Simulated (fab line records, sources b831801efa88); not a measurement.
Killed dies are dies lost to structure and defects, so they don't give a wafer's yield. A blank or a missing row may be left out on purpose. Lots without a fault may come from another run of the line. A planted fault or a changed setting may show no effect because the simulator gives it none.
Chamber matching | flow sky130 | SKY_VIA3_CMP_24 on cmp-02: 4 sister chambers
The step polishes, stops on SiO2, t overpolish 20 s, target thk 0 nm. 8 wafers are shown with their chamber, then 12 later ones without.

WAFERS WITH THEIR CHAMBER
wafer  | chamber | motor_current_A (A) | time_to_endpoint_s (s)
L088.5 | 2       | 11.4                | 93
L090.4 | 1       | 14.2                | 95
L091.4 | 2       | 11.0                | 101
L091.5 | 0       | 10.6                | 93
L091.6 | 1       | 12.9                | 93
L092.3 | 3       | 10.2                | 99
L092.4 | 0       | 9.9                 | 95
L092.6 | 3       | 9.7                 | 99

WAFERS WITHOUT THEIR CHAMBER
wafer  | motor_current_A (A) | time_to_endpoint_s (s)
L093.1 | 12.7                | 90
L093.4 | 11.6                | 94
L093.5 | 10.0                | 93
L095.3 | 9.7                 | 96
L095.4 | 9.3                 | 95
L095.5 | 9.9                 | 98
L096.1 | 13.3                | 90
L096.3 | 10.0                | 87
L096.4 | 9.7                 | 96
L097.1 | 9.7                 | 93
L097.2 | 11.3                | 98
L097.3 | 12.9                | 91

WHICH CHAMBER EACH WENT THROUGH
wafer  | from the rows above          | in truth
L093.1 | can't be placed: 1 or 2      | 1
L093.4 | can't be placed: 2 or 0      | 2
L093.5 | can't be placed: 0 or 3 or 2 | 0
L095.3 | can't be placed: 3 or 0 or 2 | 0
L095.4 | can't be placed: 0 or 3 or 2 | 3
L095.5 | can't be placed: 3 or 0 or 2 | 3
L096.1 | 1                            | 1
L096.3 | can't be placed: 0 or 2 or 3 | 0
L096.4 | can't be placed: 3 or 0 or 2 | 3
L097.1 | can't be placed: 0 or 3 or 2 | 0
L097.2 | can't be placed: 2 or 0      | 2
L097.3 | 1                            | 1
Placed correctly: 2 of 12. Can't be placed from these rows: 10 (the true chamber is among the candidates in 10). Placed wrongly: 0.
How it was worked out, from the rows above alone: a wafer's distance from a chamber is the root of the sum, over the readings, of the square of ((its reading less the chamber's mean) divided by the reading's scatter). The wafer belongs to the nearest chamber; if the next one is less than 2 further off, it can't be placed. A chamber's mean is the mean of its shown wafers. The scatter: the root of (the sum of the squares of (reading less its chamber's mean) over the shown wafers, divided by (wafers less chambers)).
